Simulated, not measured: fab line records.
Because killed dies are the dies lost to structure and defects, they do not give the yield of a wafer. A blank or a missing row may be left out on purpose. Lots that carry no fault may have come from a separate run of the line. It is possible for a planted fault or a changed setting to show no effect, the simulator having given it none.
Which tool did it? :: flow sfq_line :: 14 lots with 42 wafers sampled at 4 steps, on a route of 325 steps

WHAT THE GAUGES SHOWED, per wafer
No reading from a measuring or inspecting step in the record can be judged against a usual standard deviation.

TOOL THAT RAN EACH LOT (tool first, then ch and the chambers of the sampled wafers, then the start)
lot: L892
SFQ_TRILAYER_A5C_DEP_PECVD_142: pecvd-01 ch 1,2, day 53 06:38
SFQ_TRILAYER_I5_ETCH_VIA_ETCH_147: rie_diel-03 ch 0,1,3, day 59 06:46
SFQ_TRILAYER_M6_BARC_OPEN_METAL_ETCH_206: rie_metal-03 ch 0,1, day 64 13:22
SFQ_TRILAYER_I6_VIA_STRIP_STRIP_173: rie_metal-04 ch 0,1, day 65 21:46

lot: L893
SFQ_TRILAYER_A5C_DEP_PECVD_142: pecvd-01 ch 0,1,2, day 53 12:02
SFQ_TRILAYER_I5_ETCH_VIA_ETCH_147: rie_diel-04 ch 2,3, day 59 10:22
SFQ_TRILAYER_M6_BARC_OPEN_METAL_ETCH_206: rie_metal-03 ch 0,1, day 64 15:46
SFQ_TRILAYER_I6_VIA_STRIP_STRIP_173: rie_metal-04 ch 0,1, day 66 02:34

lot: L894
SFQ_TRILAYER_A5C_DEP_PECVD_142: pecvd-01 ch 0,1,2, day 53 19:14
SFQ_TRILAYER_I5_ETCH_VIA_ETCH_147: rie_diel-02 ch 0,2,3, day 59 15:10
SFQ_TRILAYER_M6_BARC_OPEN_METAL_ETCH_206: rie_metal-03 ch 0,1, day 64 18:10
SFQ_TRILAYER_I6_VIA_STRIP_STRIP_173: rie_metal-03 ch 0,1, day 66 04:58

lot: L895
SFQ_TRILAYER_A5C_DEP_PECVD_142: pecvd-02 ch 0,1,2, day 54 02:28
SFQ_TRILAYER_I5_ETCH_VIA_ETCH_147: rie_diel-04 ch 0,1,2, day 59 19:58
SFQ_TRILAYER_M6_BARC_OPEN_METAL_ETCH_206: rie_metal-02 ch 0,1, day 64 19:22
SFQ_TRILAYER_I6_VIA_STRIP_STRIP_173: rie_metal-03 ch 0,1, day 66 06:31

lot: L896
SFQ_TRILAYER_A5C_DEP_PECVD_142: pecvd-01 ch 0,1,2, day 54 18:54
SFQ_TRILAYER_I5_ETCH_VIA_ETCH_147: rie_diel-03 ch 0,2,3, day 60 09:17
SFQ_TRILAYER_M6_BARC_OPEN_METAL_ETCH_206: rie_metal-03 ch 0,1, day 65 05:59
SFQ_TRILAYER_I6_VIA_STRIP_STRIP_173: rie_metal-04 ch 0,1, day 66 15:43

lot: L897
SFQ_TRILAYER_A5C_DEP_PECVD_142: pecvd-03 ch 1,2, day 54 21:47
SFQ_TRILAYER_I5_ETCH_VIA_ETCH_147: rie_diel-02 ch 0,2,3, day 60 14:14
SFQ_TRILAYER_M6_BARC_OPEN_METAL_ETCH_206: rie_metal-03 ch 0,1, day 65 08:41
SFQ_TRILAYER_I6_VIA_STRIP_STRIP_173: rie_metal-02 ch 0,1, day 66 18:55

lot: L902
SFQ_TRILAYER_A5C_DEP_PECVD_142: pecvd-03 ch 1,2, day 57 02:50
SFQ_TRILAYER_I5_ETCH_VIA_ETCH_147: rie_diel-03 ch 1,2,3, day 62 13:17
SFQ_TRILAYER_M6_BARC_OPEN_METAL_ETCH_206: rie_metal-01 ch 0,1, day 67 06:22
SFQ_TRILAYER_I6_VIA_STRIP_STRIP_173: rie_metal-02 ch 0,1, day 69 02:34

lot: L905
SFQ_TRILAYER_A5C_DEP_PECVD_142: pecvd-02 ch 0,1, day 63 03:08
SFQ_TRILAYER_I5_ETCH_VIA_ETCH_147: rie_diel-03 ch 0,1,2, day 64 07:25
SFQ_TRILAYER_M6_BARC_OPEN_METAL_ETCH_206: rie_metal-02 ch 0,1, day 69 04:49
SFQ_TRILAYER_I6_VIA_STRIP_STRIP_173: rie_metal-02 ch 0,1, day 69 16:37

lot: L906
SFQ_TRILAYER_A5C_DEP_PECVD_142: pecvd-02 ch 1,2, day 63 12:04
SFQ_TRILAYER_I5_ETCH_VIA_ETCH_147: rie_diel-04 ch 1,2,3, day 64 08:37
SFQ_TRILAYER_M6_BARC_OPEN_METAL_ETCH_206: rie_metal-03 ch 0,1, day 69 06:46
SFQ_TRILAYER_I6_VIA_STRIP_STRIP_173: rie_metal-02 ch 1, day 69 19:01

lot: L907
SFQ_TRILAYER_A5C_DEP_PECVD_142: pecvd-02 ch 1,2, day 63 16:09
SFQ_TRILAYER_I5_ETCH_VIA_ETCH_147: rie_diel-03 ch 0,3, day 64 09:49
SFQ_TRILAYER_M6_BARC_OPEN_METAL_ETCH_206: rie_metal-02 ch 0, day 69 07:58
SFQ_TRILAYER_I6_VIA_STRIP_STRIP_173: rie_metal-04 ch 0,1, day 69 22:37

lot: L910
SFQ_TRILAYER_A5C_DEP_PECVD_142: pecvd-03 ch 0,1,2, day 64 18:06
SFQ_TRILAYER_I5_ETCH_VIA_ETCH_147: rie_diel-03 ch 0,1,3, day 64 20:37
SFQ_TRILAYER_M6_BARC_OPEN_METAL_ETCH_206: rie_metal-03 ch 0,1, day 69 21:16
SFQ_TRILAYER_I6_VIA_STRIP_STRIP_173: rie_metal-04 ch 0, day 70 07:01

lot: L911
SFQ_TRILAYER_A5C_DEP_PECVD_142: pecvd-01 ch 1,2, day 65 15:42
SFQ_TRILAYER_I5_ETCH_VIA_ETCH_147: rie_diel-03 ch 0,3, day 65 18:03
SFQ_TRILAYER_M6_BARC_OPEN_METAL_ETCH_206: rie_metal-01 ch 1, day 70 05:40
SFQ_TRILAYER_I6_VIA_STRIP_STRIP_173: rie_metal-04 ch 0,1, day 70 16:37

lot: L913
SFQ_TRILAYER_A5C_DEP_PECVD_142: pecvd-01 ch 1,2, day 65 21:42
SFQ_TRILAYER_I5_ETCH_VIA_ETCH_147: rie_diel-04 ch 0,3, day 66 01:15
SFQ_TRILAYER_M6_BARC_OPEN_METAL_ETCH_206: rie_metal-02 ch 0,1, day 70 15:16
SFQ_TRILAYER_I6_VIA_STRIP_STRIP_173: rie_metal-03 ch 0,1, day 71 02:13

lot: L915
SFQ_TRILAYER_A5C_DEP_PECVD_142: pecvd-03 ch 1,2, day 66 07:18
SFQ_TRILAYER_I5_ETCH_VIA_ETCH_147: rie_diel-03 ch 1,2,3, day 66 11:12
SFQ_TRILAYER_M6_BARC_OPEN_METAL_ETCH_206: rie_metal-02 ch 1, day 70 22:28
SFQ_TRILAYER_I6_VIA_STRIP_STRIP_173: rie_metal-04 ch 0,1, day 71 09:25
- SFQ_TRILAYER_A5C_DEP_PECVD_142: deposits SiO2 from SiH4/N2O, time 15.556 s, target thk 70 nm.
- SFQ_TRILAYER_I5_ETCH_VIA_ETCH_147: etches the open film in CHF3, stops on Nb, target depth 360 nm.
- SFQ_TRILAYER_M6_BARC_OPEN_METAL_ETCH_206: etches BARC in O2, target depth 125 nm, time 41.7 s.
- SFQ_TRILAYER_I6_VIA_STRIP_STRIP_173: strips in O2.

AS READ BY THE TOOLS THEMSELVES (means over the sampled wafers that have a number; for cases with no such wafer, the mark the record gives instead)
SFQ_TRILAYER_A5C_DEP_PECVD_142. Usual: heater_power_w 76 W, standard deviation 14; rf_fwd_power_W 180.2 W, standard deviation 1.2; throttle_valve_pct 24.5 %, standard deviation 0.76.
lot: L892
tool: pecvd-01
heater_power_w (W): 66
rf_fwd_power_W (W): 180.3
throttle_valve_pct (%): 24.3
flag: 

lot: L893
tool: pecvd-01
heater_power_w (W): 75
rf_fwd_power_W (W): 180.0
throttle_valve_pct (%): 24.5
flag: 

lot: L894
tool: pecvd-01
heater_power_w (W): 73
rf_fwd_power_W (W): 180.3
throttle_valve_pct (%): 24.5
flag: 

lot: L895
tool: pecvd-02
heater_power_w (W): 68
rf_fwd_power_W (W): 180.4
throttle_valve_pct (%): 24.0
flag: 

lot: L896
tool: pecvd-01
heater_power_w (W): 77
rf_fwd_power_W (W): 179.9
throttle_valve_pct (%): 24.6
flag: 

lot: L897
tool: pecvd-03
heater_power_w (W): 85
rf_fwd_power_W (W): 181.8
throttle_valve_pct (%): 26.2
flag: 

lot: L902
tool: pecvd-03
heater_power_w (W): 103
rf_fwd_power_W (W): 181.1
throttle_valve_pct (%): 23.8
flag: 

lot: L905
tool: pecvd-02
heater_power_w (W): 71
rf_fwd_power_W (W): 180.7
throttle_valve_pct (%): 24.3
flag: 

lot: L906
tool: pecvd-02
heater_power_w (W): 51
rf_fwd_power_W (W): 208.3
throttle_valve_pct (%): 24.5
flag: OFF

lot: L907
tool: pecvd-02
heater_power_w (W): 57
rf_fwd_power_W (W): 209.6
throttle_valve_pct (%): 24.8
flag: OFF

lot: L910
tool: pecvd-03
heater_power_w (W): 92
rf_fwd_power_W (W): 181.1
throttle_valve_pct (%): 23.9
flag: 

lot: L911
tool: pecvd-01
heater_power_w (W): 65
rf_fwd_power_W (W): 179.2
throttle_valve_pct (%): 24.4
flag: 

lot: L913
tool: pecvd-01
heater_power_w (W): 71
rf_fwd_power_W (W): 178.8
throttle_valve_pct (%): 24.8
flag: 

lot: L915
tool: pecvd-03
heater_power_w (W): 92
rf_fwd_power_W (W): 181.3
throttle_valve_pct (%): 24.2
flag: 

SFQ_TRILAYER_I5_ETCH_VIA_ETCH_147. Usual: drypump_motor_current_A 5.7 A, standard deviation 0.44; oes_product_au 0.988 a.u., standard deviation 0.0076.
lot: L892
tool: rie_diel-03
drypump_motor_current_A (A): 5.4
oes_product_au (a.u.): 0.995
flag: 

lot: L893
tool: rie_diel-04
drypump_motor_current_A (A): 5.8
oes_product_au (a.u.): 0.989
flag: 

lot: L894
tool: rie_diel-02
drypump_motor_current_A (A): 5.9
oes_product_au (a.u.): 0.989
flag: 

lot: L895
tool: rie_diel-04
drypump_motor_current_A (A): 6.1
oes_product_au (a.u.): 0.995
flag: 

lot: L896
tool: rie_diel-03
drypump_motor_current_A (A): 5.5
oes_product_au (a.u.): 0.993
flag: 

lot: L897
tool: rie_diel-02
drypump_motor_current_A (A): 5.9
oes_product_au (a.u.): 0.982
flag: 

lot: L902
tool: rie_diel-03
drypump_motor_current_A (A): 5.6
oes_product_au (a.u.): 0.988
flag: 

lot: L905
tool: rie_diel-03
drypump_motor_current_A (A): 5.3
oes_product_au (a.u.): 0.988
flag: 

lot: L906
tool: rie_diel-04
drypump_motor_current_A (A): 6.0
oes_product_au (a.u.): 0.992
flag: 

lot: L907
tool: rie_diel-03
drypump_motor_current_A (A): 5.5
oes_product_au (a.u.): 0.989
flag: 

lot: L910
tool: rie_diel-03
drypump_motor_current_A (A): 5.3
oes_product_au (a.u.): 0.984
flag: 

lot: L911
tool: rie_diel-03
drypump_motor_current_A (A): 5.5
oes_product_au (a.u.): 0.990
flag: 

lot: L913
tool: rie_diel-04
drypump_motor_current_A (A): 5.6
oes_product_au (a.u.): 0.979
flag: 

lot: L915
tool: rie_diel-03
drypump_motor_current_A (A): 5.7
oes_product_au (a.u.): 0.984
flag: 

SFQ_TRILAYER_M6_BARC_OPEN_METAL_ETCH_206. Usual: drypump_motor_current_A 5.46 A, standard deviation 0.3; he_backside_leak_sccm 3.5 sccm, standard deviation 0.42; oes_product_au 0.685 a.u., standard deviation 0.0051.
lot: L892
tool: rie_metal-03
drypump_motor_current_A (A): 5.35
he_backside_leak_sccm (sccm): 3.4
oes_product_au (a.u.): 0.687
flag: 

lot: L893
tool: rie_metal-03
drypump_motor_current_A (A): 5.35
he_backside_leak_sccm (sccm): 3.7
oes_product_au (a.u.): 0.679
flag: 

lot: L894
tool: rie_metal-03
drypump_motor_current_A (A): 5.34
he_backside_leak_sccm (sccm): 3.4
oes_product_au (a.u.): 0.684
flag: 

lot: L895
tool: rie_metal-02
drypump_motor_current_A (A): 5.83
he_backside_leak_sccm (sccm): 3.3
oes_product_au (a.u.): 0.691
flag: 

lot: L896
tool: rie_metal-03
drypump_motor_current_A (A): 5.34
he_backside_leak_sccm (sccm): 3.4
oes_product_au (a.u.): 0.682
flag: 

lot: L897
tool: rie_metal-03
drypump_motor_current_A (A): 5.39
he_backside_leak_sccm (sccm): 3.4
oes_product_au (a.u.): 0.684
flag: 

lot: L902
tool: rie_metal-01
drypump_motor_current_A (A): 5.12
he_backside_leak_sccm (sccm): 3.4
oes_product_au (a.u.): 0.685
flag: 

lot: L905
tool: rie_metal-02
drypump_motor_current_A (A): 5.79
he_backside_leak_sccm (sccm): 3.7
oes_product_au (a.u.): 0.685
flag: 

lot: L906
tool: rie_metal-03
drypump_motor_current_A (A): 5.34
he_backside_leak_sccm (sccm): 3.4
oes_product_au (a.u.): 0.683
flag: 

lot: L907
tool: rie_metal-02
drypump_motor_current_A (A): 5.77
he_backside_leak_sccm (sccm): 3.7
oes_product_au (a.u.): 0.683
flag: 

lot: L910
tool: rie_metal-03
drypump_motor_current_A (A): 5.34
he_backside_leak_sccm (sccm): 3.4
oes_product_au (a.u.): 0.687
flag: 

lot: L911
tool: rie_metal-01
drypump_motor_current_A (A): 5.16
he_backside_leak_sccm (sccm): 3.6
oes_product_au (a.u.): 0.680
flag: 

lot: L913
tool: rie_metal-02
drypump_motor_current_A (A): 5.81
he_backside_leak_sccm (sccm): 3.5
oes_product_au (a.u.): 0.686
flag: 

lot: L915
tool: rie_metal-02
drypump_motor_current_A (A): 5.95
he_backside_leak_sccm (sccm): 3.4
oes_product_au (a.u.): 0.688
flag: 

SFQ_TRILAYER_I6_VIA_STRIP_STRIP_173. Usual: drypump_motor_current_A 5.3 A, standard deviation 0.41; he_backside_leak_sccm 3.5 sccm, standard deviation 0.34; oes_product_au 1.007 a.u., standard deviation 0.013.
lot: L892
tool: rie_metal-04
drypump_motor_current_A (A): 5.0
he_backside_leak_sccm (sccm): 3.4
oes_product_au (a.u.): 0.993
flag: 

lot: L893
tool: rie_metal-04
drypump_motor_current_A (A): 5.0
he_backside_leak_sccm (sccm): 3.2
oes_product_au (a.u.): 0.999
flag: 

lot: L894
tool: rie_metal-03
drypump_motor_current_A (A): 5.3
he_backside_leak_sccm (sccm): 3.3
oes_product_au (a.u.): 1.001
flag: 

lot: L895
tool: rie_metal-03
drypump_motor_current_A (A): 5.3
he_backside_leak_sccm (sccm): 3.6
oes_product_au (a.u.): 0.999
flag: 

lot: L896
tool: rie_metal-04
drypump_motor_current_A (A): 5.0
he_backside_leak_sccm (sccm): 4.3
oes_product_au (a.u.): 0.998
flag: 

lot: L897
tool: rie_metal-02
drypump_motor_current_A (A): 5.9
he_backside_leak_sccm (sccm): 3.6
oes_product_au (a.u.): 1.007
flag: 

lot: L902
tool: rie_metal-02
drypump_motor_current_A (A): 5.9
he_backside_leak_sccm (sccm): 3.6
oes_product_au (a.u.): 1.020
flag: 

lot: L905
tool: rie_metal-02
drypump_motor_current_A (A): 5.9
he_backside_leak_sccm (sccm): 3.8
oes_product_au (a.u.): 1.020
flag: 

lot: L906
tool: rie_metal-02
drypump_motor_current_A (A): 5.9
he_backside_leak_sccm (sccm): 3.4
oes_product_au (a.u.): 1.018
flag: 

lot: L907
tool: rie_metal-04
drypump_motor_current_A (A): 5.0
he_backside_leak_sccm (sccm): 3.3
oes_product_au (a.u.): 0.993
flag: 

lot: L910
tool: rie_metal-04
drypump_motor_current_A (A): 5.1
he_backside_leak_sccm (sccm): 3.2
oes_product_au (a.u.): 1.006
flag: 

lot: L911
tool: rie_metal-04
drypump_motor_current_A (A): 5.0
he_backside_leak_sccm (sccm): 3.3
oes_product_au (a.u.): 1.026
flag: 

lot: L913
tool: rie_metal-03
drypump_motor_current_A (A): 5.3
he_backside_leak_sccm (sccm): 3.5
oes_product_au (a.u.): 0.997
flag: 

lot: L915
tool: rie_metal-04
drypump_motor_current_A (A): 5.0
he_backside_leak_sccm (sccm): 3.3
oes_product_au (a.u.): 1.008
flag: 

THE ANSWER, worked out from the rows above alone
Rule: lot off if the mean of its wafers having a number is beyond 3 standard deviations from the usual mean. A lot without any number at a reading at which 4 lots or more have one is off too. The other lots that the step has rows for count as sound. The gauges are gone through in route order, then the tools' own readings, and for those a lot's mean is taken as printed above. The first step at which some lot is off is used, and at that step the reading that is off furthest; a lot without a number counts as furthest.
Off: L906, L907, at SFQ_TRILAYER_A5C_DEP_PECVD_142 (rf_fwd_power_W).
A tool fits if, at that step or a process step before it, it ran every lot that is off, and no sound lot after the first of them. One fits: SFQ_TRILAYER_A5C_DEP_PECVD_142 on pecvd-02. A fault onset in the window from L905 (day 63 03:08, its last sound lot) to L906 (day 63 12:04, its first lot off) fits.
The tool's own readings at SFQ_TRILAYER_A5C_DEP_PECVD_142 bear it out: on the lots that are off they differ by more than 5 times the standard deviation of the sound lots' means. rf_fwd_power_W reads 208.9 W there against 180.4 W on the sound lots.

WHAT THE SIMULATOR HAD PUT IN
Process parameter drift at SFQ_TRILAYER_A5C_DEP_PECVD_142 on pecvd-02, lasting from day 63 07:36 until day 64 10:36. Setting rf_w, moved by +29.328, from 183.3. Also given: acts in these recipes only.
Lots struck among those shown: L906, L907. The rule given above showed the same thing.
